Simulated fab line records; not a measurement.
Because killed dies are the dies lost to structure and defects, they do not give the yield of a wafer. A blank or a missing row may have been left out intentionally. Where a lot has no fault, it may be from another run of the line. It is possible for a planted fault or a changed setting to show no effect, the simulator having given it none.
fab line records | flow sfq_line
record lots=5 | wafers=15 | last_day=77
route steps=325 shown M1@62 I1@73 M2@88 I2@103 M8@325
lots that met no fault: taken from a fault-free run of the same line
start_h: hours from the record's first day to the start of the lot's first wafer shown | wait_h: hours elapsed since this lot's preceding step | " same as the row above | L1.1+2: one row covering several wafers at once | - value missing, or start not given | * or withheld: withheld | < > ~ a bound
route shown NAME@n: names a module that has steps shown in the file, with the first one's number in the route | usual: mean/standard deviation taken from wafers without a fault | same: alike in all rows | chamber/n: place in a boat | sites: the reading at each site | _std_site: their standard deviation | _edge_site: outer sites' mean less inner sites' | radius_mm: how far each site lies from the wafer's centre | mask NAME#n: copy n | behind: the most recent tool/chamber to have shaped the wafer | hold: what put the lot on hold/how long, in hours/how the hold closed | device: the transistor (n, p or np) that didn't switch | end of line: tests run on the same wafers once the route is complete | step lacking rows: just its recipe | killed: not the wafer's yield, but the dies lost to structure and defects at the first sort | map: the dies of a wafer, with x for killed, . for not killed, _ for no die there
set.NAME: the run value of the setting; set.NAME@STEP: its run value at that earlier step | model.NAME: the simulator's own value behind a step, which no gauge read
lots at selected steps of the route; one table per step, one row per wafer
services: from which hour (start_h, from the record's first day; less than 0 if before it) a tool's chamber was out of use, for how many hours, and why
## steps
# step SFQ_TRILAYER_M1_LITHO_COAT_044
# recipe resist=BARC | spin_rpm=3000 | resist_thk_nm=62
# step SFQ_TRILAYER_M1_LITHO_COAT_039
# recipe resist=KrF | spin_rpm=3000 | resist_thk_nm=600
# step SFQ_TRILAYER_M1_LITHO_SOFTBAKE_043
# recipe temp_c=withheld | time_s=withheld | resist=KrF
# step SFQ_TRILAYER_M1_LITHO_EXPOSE_040
# recipe mask_id=M1 | na=0.6 | source_shape=conventional | sigma_outer=0.65 | target_cd_nm=500 | dose_mj=14.4
# step SFQ_TRILAYER_M1_LITHO_PEB_042
# recipe peb_temp_c=115 | peb_time_s=60 | resist=KrF
# step SFQ_TRILAYER_M1_LITHO_DEVELOP_041
# recipe time_s=60 | resist=KrF
# step SFQ_M1_OVL_MEAS_911
# usual M1_OVL=0/5.6
lot.wafer | tool       | chamber | start_h | wait_h | M1_OVL[nm]
L702.1    | overlay-02 | -       | 303.48  | 0.1    | -1
L702.4    | "          | -       | "       | "      | -5
L702.5    | "          | -       | "       | "      | -3
L704.1    | overlay-02 | -       | 333.70  | 0.1    | -7
L704.2    | "          | -       | "       | "      | -3
L704.4    | "          | -       | "       | "      | -1
L708.1    | overlay-02 | -       | 365.78  | 0.1    | -1
L708.5    | "          | -       | "       | "      | -2
L708.6    | "          | -       | "       | "      | 2
L710.1    | overlay-02 | -       | 379.73  | 0.1    | -1
L710.2    | "          | -       | "       | "      | -5
L710.5    | "          | -       | "       | "      | 3
L717.2    | overlay-01 | -       | 428.94  | 0.1    | -1
L717.5    | "          | -       | "       | "      | 3
L717.6    | "          | -       | "       | "      | 2
# step SFQ_TRILAYER_M1_BARC_OPEN_METAL_ETCH_054
# recipe mask_material=PR | chemistry=O2 | target_depth_nm=125 | target=BARC | icp_w=600 | bias_w=80 | pressure_mtorr=10 | time_s=41.7
# usual drypump_motor_current_A=6.17/0.28 | oes_product_au=0.685/0.004
lot.wafer | tool         | chamber | start_h | wait_h | drypump_motor_current_A | oes_product_au | rf_hours_counter_h
L702.1    | rie_metal-04 | 0       | 303.52  | 0.0    | 5.83                    | 0.682          | 38
L702.4    | "            | 0       | "       | "      | 5.85                    | 0.686          | -
L702.5    | "            | 1       | "       | "      | 6.08                    | 0.686          | -
L704.1    | rie_metal-03 | 1       | 333.74  | 0.0    | 6.58                    | 0.682          | 7
L704.2    | "            | 0       | "       | "      | 5.90                    | 0.683          | 49
L704.4    | "            | 0       | "       | "      | 5.90                    | 0.690          | -
L708.1    | rie_metal-04 | 1       | 365.82  | 0.0    | 6.11                    | 0.691          | 83
L708.5    | "            | 0       | "       | "      | 5.82                    | 0.687          | -
L708.6    | "            | 1       | "       | "      | 6.08                    | 0.683          | -
L710.1    | rie_metal-04 | 0       | 379.77  | 0.0    | 5.85                    | 0.680          | 50
L710.2    | "            | 1       | "       | "      | 6.07                    | 0.688          | 85
L710.5    | "            | 0       | "       | "      | 5.87                    | 0.677          | -
L717.2    | rie_metal-03 | 0       | 428.97  | 0.0    | 5.90                    | 0.689          | 65
L717.5    | "            | 1       | "       | "      | 6.58                    | 0.693          | -
L717.6    | "            | 0       | "       | "      | 5.89                    | 0.687          | -
# step SFQ_TRILAYER_M1_ETCH_METAL_ETCH_042
# recipe target=Nb | stop_on=SiO2 | mask_material=PR | chemistry=Cl2/Ar | target_depth_nm=240 | icp_w=600 | bias_w=80 | pressure_mtorr=10 | time_s=120
# usual drypump_motor_current_A=6.17/0.28 | oes_product_au=0.889/0.01
lot.wafer | tool         | chamber | start_h | wait_h | drypump_motor_current_A | oes_product_au | rf_hours_counter_h
L702.1    | rie_metal-04 | 0       | 303.58  | 0.0    | 5.84                    | 0.899          | 38
L702.4    | "            | 0       | "       | "      | 5.84                    | 0.900          | -
L702.5    | "            | 1       | "       | "      | 6.07                    | 0.918          | -
L704.1    | rie_metal-03 | 1       | 333.80  | 0.0    | 6.59                    | 0.890          | 7
L704.2    | "            | 0       | "       | "      | 5.91                    | 0.873          | 49
L704.4    | "            | 0       | "       | "      | 5.89                    | 0.887          | -
L708.1    | rie_metal-04 | 1       | 365.88  | 0.0    | 6.05                    | 0.906          | 83
L708.5    | "            | 0       | "       | "      | 5.84                    | 0.899          | -
L708.6    | "            | 1       | "       | "      | 6.08                    | 0.903          | -
L710.1    | rie_metal-04 | 0       | 379.83  | 0.0    | 5.85                    | 0.888          | 50
L710.2    | "            | 1       | "       | "      | 6.09                    | 0.891          | 85
L710.5    | "            | 0       | "       | "      | 5.86                    | 0.891          | -
L717.2    | rie_metal-03 | 0       | 429.03  | 0.0    | 5.90                    | 0.882          | 65
L717.5    | "            | 1       | "       | "      | 6.63                    | 0.887          | -
L717.6    | "            | 0       | "       | "      | 5.91                    | 0.891          | -
# step SFQ_TRILAYER_M1_STRIP_STRIP_043
# recipe gas=O2 | power_w=200 | platen_temp_c=40 | overash_fraction=0.65 | chemistry=O2 | pressure_mtorr=50
# step SFQ_TRILAYER_M1_STRIP_SOLV_CLEAN_044
# recipe chemistry=NMP | temp_c=70 | time_s=600
# step SFQ_TRILAYER_I1_DEP_PECVD_045
# recipe material=SiO2 | temp_c=150 | time_s=111.11 | pressure_torr=2.4 | rf_w=183.3 | precursor=SiH4/N2O | target_thk_nm=500
# step SFQ_TRILAYER_I1_CMP_CMP_046
# recipe material=SiO2 | down_force_psi=3 | platen_rpm=60 | pad_velocity_m_s=0.94248
# usual motor_current_A=10.5/1 | time_to_endpoint_s=212/9
lot.wafer | tool   | chamber | start_h | wait_h | motor_current_A | time_to_endpoint_s | model.SiO2_of_TRILAYER_I1_DEP_PECVD_045.thk_nm
L702.4    | cmp-02 | 1       | 308.47  | 3.9    | 9.4             | 203                | 200.3
L702.1    | "      | 2       | "       | "      | 10.0            | 206                | 201
L702.5    | "      | 1       | 310.47  | 5.9    | 9.5             | 213                | 200.4
L704.4    | cmp-02 | 1       | 337.00  | 2.2    | 9.1             | 214                | 199.4
L704.2    | "      | 3       | 338.00  | 3.2    | 10.7            | 205                | 199.1
L704.1    | "      | 0       | "       | "      | 9.9             | 218                | 200.6
L708.1    | cmp-01 | 0       | 372.10  | 5.3    | 10.8            | 209                | 200.5
L708.5    | "      | 2       | 373.10  | 6.2    | 11.0            | 206                | 198.7
L708.6    | "      | 3       | "       | "      | 11.1            | 225                | 198.6
L710.2    | cmp-02 | 3       | 381.80  | 1.0    | 10.8            | 196                | 197.7
L710.1    | "      | 0       | "       | "      | 10.0            | 251                | 151.9
L710.5    | "      | 1       | "       | "      | 9.8             | 209                | 199
L717.2    | cmp-01 | 0       | 431.60  | 1.6    | 10.9            | 207                | 201.4
L717.6    | "      | 2       | 432.60  | 2.6    | 11.5            | 199                | 199.1
L717.5    | "      | 3       | "       | "      | 11.1            | 222                | 200.5
# step SFQ_I1_BOW_MEAS_912
# recipe mode=bow
# usual I1_BOW=1/7.9
lot.wafer | tool          | chamber | start_h | wait_h | I1_BOW[um]
L702.1    | film_metro-01 | -       | 310.97  | 1.5    | -7
L702.4    | "             | -       | "       | "      | 0
L702.5    | "             | -       | "       | "      | -6
L704.1    | film_metro-02 | -       | 340.00  | 1.0    | -1
L704.2    | "             | -       | "       | "      | 0
L704.4    | "             | -       | "       | "      | -1
L708.1    | film_metro-02 | -       | 374.10  | 1.5    | -9
L708.5    | "             | -       | "       | "      | -2
L708.6    | "             | -       | "       | "      | 12
L710.1    | film_metro-04 | -       | 383.80  | 1.0    | 1
L710.2    | "             | -       | "       | "      | 5
L710.5    | "             | -       | "       | "      | -8
L710.1    | film_metro-04 | -       | 385.12  | 1.3    | -
L710.2    | "             | -       | "       | "      | -
L710.5    | "             | -       | "       | "      | -
L717.2    | film_metro-04 | -       | 433.62  | 1.5    | -15
L717.5    | "             | -       | "       | "      | -4
L717.6    | "             | -       | "       | "      | 0
# step SFQ_TRILAYER_I1_METRO_MEASURE_047
# usual thk_nm=199.7/1.3
lot.wafer | tool          | chamber | start_h | wait_h | thk_nm
L702.1    | film_metro-01 | -       | 311.09  | 0.1    | 201.2
L702.4    | "             | -       | "       | "      | 200.3
L702.5    | "             | -       | "       | "      | 200.5
L704.1    | film_metro-02 | -       | 340.12  | 0.1    | 200.7
L704.2    | "             | -       | "       | "      | 199.2
L704.4    | "             | -       | "       | "      | 199.3
L708.1    | film_metro-02 | -       | 374.22  | 0.1    | 200.5
L708.5    | "             | -       | "       | "      | 198.9
L708.6    | "             | -       | "       | "      | 198.5
L710.1    | film_metro-04 | -       | 387.86  | 2.7    | 151.9
L710.2    | "             | -       | "       | "      | 197.7
L710.5    | "             | -       | "       | "      | 198.9
L710.1    | film_metro-04 | -       | 389.92  | 1.9    | 151.8
L710.2    | "             | -       | "       | "      | 197.7
L710.5    | "             | -       | "       | "      | 199.0
L717.2    | film_metro-04 | -       | 433.92  | 0.3    | 201.3
L717.5    | "             | -       | "       | "      | 200.6
L717.6    | "             | -       | "       | "      | 199.2
# step SFQ_TRILAYER_I1_VIA_LITHO_COAT_054
# recipe resist=BARC | spin_rpm=3000 | resist_thk_nm=62
# step SFQ_TRILAYER_I1_VIA_LITHO_COAT_049
# recipe resist=KrF | spin_rpm=3000 | resist_thk_nm=650
# step SFQ_TRILAYER_I1_VIA_LITHO_SOFTBAKE_053
# recipe temp_c=withheld | time_s=withheld | resist=KrF
# step SFQ_TRILAYER_I1_VIA_LITHO_EXPOSE_050
# recipe mask_id=I1 | na=0.6 | source_shape=conventional | sigma_outer=0.65 | target_cd_nm=500 | dose_mj=21.3
# step SFQ_TRILAYER_I1_VIA_LITHO_PEB_052
# recipe peb_temp_c=115 | peb_time_s=60 | resist=KrF
# step SFQ_TRILAYER_I1_VIA_LITHO_DEVELOP_051
# recipe time_s=60 | resist=KrF
# step SFQ_I1_OVL_MEAS_913
# usual I1_OVL=2/5.4
lot.wafer | tool       | chamber | start_h | wait_h | I1_OVL[nm]
L702.1    | overlay-02 | -       | 397.70  | 0.1    | 4
L702.4    | "          | -       | "       | "      | 3
L702.5    | "          | -       | "       | "      | 3
L704.1    | overlay-01 | -       | 427.70  | 0.1    | 11
L704.2    | "          | -       | "       | "      | 12
L704.4    | "          | -       | "       | "      | 4
L708.1    | overlay-02 | -       | 464.45  | 0.1    | -1
L708.5    | "          | -       | "       | "      | -3
L708.6    | "          | -       | "       | "      | -3
L710.1    | overlay-01 | -       | 475.25  | 0.1    | -11
L710.2    | "          | -       | "       | "      | 1
L710.5    | "          | -       | "       | "      | -9
L717.2    | overlay-02 | -       | 528.16  | 0.1    | 4
L717.5    | "          | -       | "       | "      | 1
L717.6    | "          | -       | "       | "      | 6
# step SFQ_TRILAYER_I1_VIA_BARC_OPEN_VIA_ETCH_071
# recipe mask_material=PR | chemistry=O2 | target_depth_nm=125 | target=BARC | source_w=500 | bias_w=80 | pressure_mtorr=30 | time_s=41.7
# usual drypump_motor_current_A=6.0/0.53 | oes_product_au=0.685/0.0048
lot.wafer | tool        | chamber | start_h | wait_h | drypump_motor_current_A | oes_product_au | rf_hours_counter_h
L702.1    | rie_diel-03 | 0       | 397.74  | 0.0    | 6.3                     | 0.692          | 7
L702.4    | "           | 3       | "       | "      | 4.9                     | 0.681          | 88
L702.5    | "           | 1       | "       | "      | 6.3                     | 0.682          | -
L704.1    | rie_diel-03 | 1       | 427.74  | 0.0    | 6.3                     | 0.685          | 45
L704.2    | "           | 0       | "       | "      | 6.3                     | 0.682          | 8
L704.4    | "           | 0       | "       | "      | 6.3                     | 0.683          | -
L708.1    | rie_diel-04 | 1       | 464.49  | 0.0    | 5.7                     | 0.691          | 103
L708.5    | "           | 0       | "       | "      | 6.2                     | 0.701          | -
L708.6    | "           | 3       | "       | "      | 5.7                     | 0.687          | -
L710.1    | rie_diel-03 | 1       | 475.29  | 0.0    | 6.4                     | 0.686          | 46
L710.2    | "           | 3       | "       | "      | 4.9                     | 0.685          | 90
L710.5    | "           | 0       | "       | "      | 6.3                     | 0.689          | -
L717.2    | rie_diel-03 | 1       | 528.19  | 0.0    | 6.3                     | 0.684          | 47
L717.5    | "           | 0       | "       | "      | 6.3                     | 0.677          | -
L717.6    | "           | 3       | "       | "      | 4.9                     | 0.684          | -
# step SFQ_TRILAYER_I1_VIA_ETCH_VIA_ETCH_052
# recipe target=SiO2 | stop_on=Nb | mask_material=PR | taper_deg=20 | chemistry=CHF3 | target_depth_nm=260 | source_w=500 | bias_w=80 | pressure_mtorr=30 | time_s=withheld
# usual drypump_motor_current_A=6.0/0.52 | oes_product_au=0.854/0.0057
lot.wafer | tool        | chamber | start_h | wait_h | drypump_motor_current_A | oes_product_au | model.etch.depth_nm | model.I1.feature_depth_nm
L702.1    | rie_diel-03 | 0       | 397.78  | 0.0    | 6.3                     | 0.859          | 201                 | 201
L702.4    | "           | 3       | "       | "      | 4.9                     | 0.859          | 200.3               | 200.3
L702.5    | "           | 1       | "       | "      | 6.3                     | 0.858          | 200.4               | 200.4
L704.1    | rie_diel-03 | 1       | 427.78  | 0.0    | 6.4                     | 0.866          | 200.6               | 200.6
L704.2    | "           | 0       | "       | "      | 6.3                     | 0.847          | 199.1               | 199.1
L704.4    | "           | 0       | "       | "      | 6.3                     | 0.859          | 199.4               | 199.4
L708.1    | rie_diel-04 | 1       | 464.53  | 0.0    | 5.7                     | 0.849          | 200.5               | 200.5
L708.5    | "           | 0       | "       | "      | 6.2                     | 0.849          | 198.7               | 198.7
L708.6    | "           | 3       | "       | "      | 5.8                     | 0.852          | 198.6               | 198.6
L710.1    | rie_diel-03 | 1       | 475.33  | 0.0    | 6.4                     | 0.730          | 151.9               | 151.9
L710.2    | "           | 3       | "       | "      | 4.9                     | 0.841          | 197.7               | 197.7
L710.5    | "           | 0       | "       | "      | 6.3                     | 0.857          | 199                 | 199
L717.2    | rie_diel-03 | 1       | 528.23  | 0.0    | 6.3                     | 0.857          | 201.4               | 201.4
L717.5    | "           | 0       | "       | "      | 6.3                     | 0.864          | 200.5               | 200.5
L717.6    | "           | 3       | "       | "      | 4.9                     | 0.852          | 199.1               | 199.1
# step SFQ_TRILAYER_I1_VIA_STRIP_STRIP_053
# recipe gas=O2 | power_w=200 | platen_temp_c=40 | overash_fraction=0.65 | chemistry=O2 | pressure_mtorr=50
# step SFQ_TRILAYER_I1_VIA_STRIP_SOLV_CLEAN_054
# recipe chemistry=NMP | temp_c=70 | time_s=600
# step SFQ_TRILAYER_M2_DEP_PRE_CLEAN_056
# recipe gas=Ar | time_s=22.5 | bias_v=250
lot.wafer | tool           | chamber | start_h | wait_h | model.SiO2_of_TRILAYER_I1_DEP_PECVD_045.thk_nm
L702.1    | pvd_sputter-04 | -       | 398.66  | 0.0    | 193.5
L702.4    | "              | -       | "       | "      | 192.8
L702.5    | "              | -       | "       | "      | 192.9
L704.1    | pvd_sputter-04 | -       | 428.66  | 0.0    | 193.1
L704.2    | "              | -       | "       | "      | 191.6
L704.4    | "              | -       | "       | "      | 191.9
L708.1    | pvd_sputter-05 | -       | 465.41  | 0.0    | 193
L708.5    | "              | -       | "       | "      | 191.2
L708.6    | "              | -       | "       | "      | 191.1
L710.1    | pvd_sputter-03 | -       | 476.21  | 0.0    | 144.4
L710.2    | "              | -       | "       | "      | 190.2
L710.5    | "              | -       | "       | "      | 191.5
L717.2    | pvd_sputter-05 | -       | 529.13  | 0.0    | 193.9
L717.5    | "              | -       | "       | "      | 193
L717.6    | "              | -       | "       | "      | 191.6
# step SFQ_TRILAYER_M2_DEP_SPUTTER_055
# recipe material=Nb | base_pressure_pa=1.33e-06 | chamber_pressure_pa=0.1333 | substrate_temp_c=20 | resputter_cathode_voltage_v=400 | target_thk_nm=200 | power_w=2000 | time_s=133.3
# step SFQ_M2_RS_MEAS_914
# recipe thk_meas_gauge=four-point-probe | reads=Nb_of_TRILAYER_M2_DEP_SPUTTER_055
# usual M2_NB_RS=0.899/0.015
lot.wafer | tool          | chamber | start_h | wait_h | M2_NB_RS[ohm/sq]
L702.1    | film_metro-03 | -       | 398.78  | 0.0    | 0.914
L702.4    | "             | -       | "       | "      | 0.922
L702.5    | "             | -       | "       | "      | 0.915
L704.1    | film_metro-01 | -       | 428.78  | 0.0    | 0.895
L704.2    | "             | -       | "       | "      | 0.899
L704.4    | "             | -       | "       | "      | 0.900
L708.1    | film_metro-02 | -       | 465.53  | 0.0    | 0.896
L708.5    | "             | -       | "       | "      | 0.905
L708.6    | "             | -       | "       | "      | 0.895
L710.1    | film_metro-01 | -       | 476.33  | 0.0    | 0.880
L710.2    | "             | -       | "       | "      | 0.896
L710.5    | "             | -       | "       | "      | 0.881
L717.2    | film_metro-01 | -       | 529.27  | 0.1    | 0.872
L717.5    | "             | -       | "       | "      | 0.873
L717.6    | "             | -       | "       | "      | 0.894
# step SFQ_TRILAYER_M2_LITHO_COAT_062
# recipe resist=BARC | spin_rpm=3000 | resist_thk_nm=62
# step SFQ_TRILAYER_M2_LITHO_COAT_057
# recipe resist=KrF | spin_rpm=3000 | resist_thk_nm=600
# step SFQ_TRILAYER_M2_LITHO_SOFTBAKE_061
# recipe temp_c=withheld | time_s=withheld | resist=KrF
# step SFQ_TRILAYER_M2_LITHO_EXPOSE_058
# recipe mask_id=M2 | na=0.6 | source_shape=conventional | sigma_outer=0.65 | target_cd_nm=500 | dose_mj=14.4
# step SFQ_TRILAYER_M2_LITHO_PEB_060
# recipe peb_temp_c=115 | peb_time_s=60 | resist=KrF
# step SFQ_TRILAYER_M2_LITHO_DEVELOP_059
# recipe time_s=60 | resist=KrF
# step SFQ_M2_OVL_MEAS_916
# usual M2_OVL=1/3.8
lot.wafer | tool       | chamber | start_h | wait_h | M2_OVL[nm]
L702.1    | overlay-02 | -       | 488.45  | 0.1    | -1
L702.4    | "          | -       | "       | "      | 1
L702.5    | "          | -       | "       | "      | -1
L704.1    | overlay-01 | -       | 522.15  | 0.1    | -2
L704.2    | "          | -       | "       | "      | 1
L704.4    | "          | -       | "       | "      | 4
L708.1    | overlay-01 | -       | 564.11  | 0.1    | 0
L708.5    | "          | -       | "       | "      | 2
L708.6    | "          | -       | "       | "      | 2
L710.1    | overlay-01 | -       | 571.31  | 0.1    | -3
L710.2    | "          | -       | "       | "      | -2
L710.5    | "          | -       | "       | "      | 4
L717.2    | overlay-02 | -       | 623.24  | 0.1    | 1
L717.5    | "          | -       | "       | "      | 2
L717.6    | "          | -       | "       | "      | 2
# step SFQ_TRILAYER_M2_BARC_OPEN_METAL_ETCH_077
# recipe mask_material=PR | chemistry=O2 | target_depth_nm=125 | target=BARC | icp_w=600 | bias_w=80 | pressure_mtorr=10 | time_s=41.7
# step SFQ_TRILAYER_M2_ETCH_METAL_ETCH_060
# recipe target=Nb | stop_on=SiO2 | mask_material=PR | chemistry=Cl2/Ar | target_depth_nm=240 | icp_w=600 | bias_w=80 | pressure_mtorr=10 | time_s=120
# step SFQ_TRILAYER_M2_STRIP_STRIP_061
# recipe gas=O2 | power_w=200 | platen_temp_c=40 | overash_fraction=0.65 | chemistry=O2 | pressure_mtorr=50
# usual drypump_motor_current_A=5.99/0.28 | oes_product_au=0.992/0.009
lot.wafer | tool         | chamber | start_h | wait_h | drypump_motor_current_A | oes_product_au | rf_hours_counter_h
L702.1    | rie_metal-01 | 0       | 488.67  | 0.1    | 6.24                    | 1.001          | 81
L702.4    | "            | 1       | "       | "      | 6.35                    | 1.000          | -
L702.5    | "            | 0       | "       | "      | 6.24                    | 1.000          | -
L704.1    | rie_metal-01 | 0       | 522.37  | 0.1    | 6.23                    | 0.999          | 87
L704.2    | "            | 1       | "       | "      | 6.33                    | 1.001          | 62
L704.4    | "            | 0       | "       | "      | 6.19                    | 0.999          | -
L708.1    | rie_metal-02 | 0       | 564.34  | 0.1    | 5.53                    | 0.988          | 4
L708.5    | "            | 0       | "       | "      | 5.54                    | 0.988          | -
L708.6    | "            | 1       | "       | "      | 5.82                    | 1.001          | -
L710.1    | rie_metal-04 | 1       | 571.54  | 0.1    | 6.08                    | 0.982          | 120
L710.2    | "            | 0       | "       | "      | 5.85                    | 0.981          | 86
L710.5    | "            | 0       | "       | "      | 5.82                    | 0.982          | -
L717.2    | rie_metal-01 | 1       | 623.45  | 0.1    | 6.33                    | 0.982          | 82
L717.5    | "            | 0       | "       | "      | 6.26                    | 0.985          | -
L717.6    | "            | 1       | "       | "      | 6.33                    | 0.992          | -
# step SFQ_TRILAYER_M2_STRIP_SOLV_CLEAN_062
# recipe chemistry=NMP | temp_c=70 | time_s=600
# step SFQ_TRILAYER_I2_DEP_PECVD_063
# recipe material=SiO2 | temp_c=150 | time_s=111.11 | pressure_torr=2.4 | rf_w=183.3 | precursor=SiH4/N2O | target_thk_nm=500
# usual heater_power_outer_w=25/7.5 | heater_power_w=75/14 | susceptor_temp_C=149.99/0.15 | throttle_valve_pct=25.1/1.2
lot.wafer | tool     | chamber | start_h | wait_h | heater_power_outer_w | heater_power_w | susceptor_temp_C | throttle_valve_pct
L702.1    | pecvd-02 | 2       | 489.45  | 0.0    | 27                   | 70             | 150.07           | 24.1
L702.4    | "        | 2       | "       | "      | 27                   | 71             | 150.33           | 24.2
L702.5    | "        | 0       | "       | "      | 11                   | 45             | 149.86           | 23.2
L704.1    | pecvd-02 | 1       | 523.15  | 0.0    | 22                   | 68             | 150.00           | 24.6
L704.2    | "        | 2       | "       | "      | 24                   | 64             | 149.94           | 24.2
L704.4    | "        | 1       | "       | "      | 11                   | 54             | 150.19           | 24.6
L708.1    | pecvd-01 | 0       | 565.11  | 0.0    | 19                   | 68             | 149.98           | 26.9
L708.5    | "        | 0       | "       | "      | 21                   | 70             | 149.95           | 26.8
L708.6    | "        | 1       | "       | "      | 39                   | 95             | 149.86           | 23.9
L710.1    | pecvd-01 | 2       | 572.31  | 0.0    | 24                   | 80             | 150.12           | 25.8
L710.2    | "        | 0       | "       | "      | 23                   | 76             | 150.03           | 26.9
L710.5    | "        | 0       | "       | "      | 24                   | 77             | 150.08           | 27.0
L717.2    | pecvd-02 | 1       | 624.23  | 0.0    | 14                   | 57             | 150.16           | 24.7
L717.5    | "        | 2       | "       | "      | 26                   | 68             | 149.96           | 24.5
L717.6    | "        | 1       | "       | "      | 16                   | 60             | 150.19           | 24.9
# step SFQ_M8_BOW_MEAS_951
# recipe mode=bow
# usual M8_BOW=10/12
lot.wafer | tool          | chamber | start_h | wait_h | M8_BOW[um] | model.etest.i1.link_ohm
L702.1    | film_metro-03 | -       | 1628.00 | 0.0    | 6          | 1.983
L702.4    | "             | -       | "       | "      | 13         | 1.995
L702.5    | "             | -       | "       | "      | 8          | 1.961
L704.1    | film_metro-04 | -       | 1637.52 | 0.0    | 8          | 1.978
L704.2    | "             | -       | "       | "      | 9          | 2.008
L704.4    | "             | -       | "       | "      | 8          | 1.997
L708.1    | film_metro-04 | -       | 1675.01 | 0.0    | 7          | 1.964
L708.5    | "             | -       | "       | "      | 15         | 1.984
L708.6    | "             | -       | "       | "      | 28         | 1.961
L710.1    | film_metro-03 | -       | 1759.38 | 0.0    | 17         | 1.911
L710.2    | "             | -       | "       | "      | 21         | 1.98
L710.5    | "             | -       | "       | "      | 7          | 1.958
L717.2    | film_metro-03 | -       | 1851.68 | 0.0    | 5          | 1.938
L717.5    | "             | -       | "       | "      | 15         | 1.951
L717.6    | "             | -       | "       | "      | 19         | 1.971
## services
tool          | chamber | start_h | hours | kind
pecvd-02      | 1       | 303.23  | 3.8   | repair
rie_metal-04  | -       | 311.05  | 6.7   | repair
film_metro-04 | -       | 313.86  | 0.6   | pm
film_metro-04 | -       | 320.77  | 2.0   | pm
rie_metal-03  | -       | 355.80  | 14.6  | pm
cmp-02        | -       | 356.11  | 1.6   | repair
rie_metal-01  | 1       | 359.49  | 5.3   | repair
cmp-02        | -       | 407.80  | 4.0   | pm
pecvd-02      | -       | 421.39  | 2.8   | pm
film_metro-04 | -       | 429.68  | 0.6   | pm
film_metro-04 | -       | 440.26  | 0.6   | pm
rie_diel-03   | 0       | 447.18  | 4.3   | repair
rie_diel-03   | 1       | 451.00  | 3.9   | repair
pecvd-02      | -       | 489.79  | 0.7   | repair
rie_diel-03   | -       | 499.54  | 4.3   | pm
film_metro-04 | -       | 507.41  | 1.1   | pm
cmp-02        | -       | 507.59  | 0.9   | repair
rie_diel-03   | 0       | 518.97  | 8.1   | repair
film_metro-04 | -       | 558.34  | 0.5   | pm
cmp-02        | -       | 582.04  | 3.1   | repair
cmp-02        | -       | 588.13  | 4.9   | pm
cmp-02        | -       | 591.46  | 2.0   | repair
rie_diel-03   | 2       | 597.24  | 12.1  | repair
rie_diel-03   | 2       | 617.31  | 1.3   | repair
## key
first_sign step=SFQ_TRILAYER_I1_CMP_CMP_046 | reading=time_to_endpoint_s | direction=up | sigmas=4.3 | usual=* | struck=*
effect step=SFQ_I1_BOW_MEAS_912 | reading=visit | direction=added
effect step=SFQ_TRILAYER_I1_METRO_MEASURE_047 | reading=visit | direction=added
effect step=SFQ_TRILAYER_I1_METRO_MEASURE_047 | reading=thk_nm | direction=down | sigmas=38 | usual=199.7 | struck=151.9
effect step=SFQ_TRILAYER_I1_VIA_ETCH_VIA_ETCH_052 | reading=oes_product_au | direction=down | sigmas=22 | usual=0.854 | struck=0.730
model_effect step=SFQ_TRILAYER_I1_CMP_CMP_046 | value=SiO2_of_TRILAYER_I1_DEP_PECVD_045.thk_nm | without=201.9 | struck=151.9
model_effect step=SFQ_TRILAYER_I1_VIA_ETCH_VIA_ETCH_052 | value=etch.depth_nm | without=201.9 | struck=151.9
model_effect step=SFQ_TRILAYER_M2_DEP_PRE_CLEAN_056 | value=SiO2_of_TRILAYER_I1_DEP_PECVD_045.thk_nm | without=194.4 | struck=144.4
model_effect step=SFQ_M8_BOW_MEAS_951 | value=etest.i1.link_ohm | without=1.957 | struck=1.911
met_at SFQ_TRILAYER_I1_CMP_CMP_046
struck_wafers L710.1
onset_between 337.00 381.80
fault kind=process_parameter_drift | tool=cmp-02 | chamber=0 | onset_h=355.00 | steps=SFQ_TRILAYER_I1_CMP_CMP_046 | channel=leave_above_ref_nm | offset=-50 | shape=step | end_h=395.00 | acts_in=these_recipes_only | stated=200
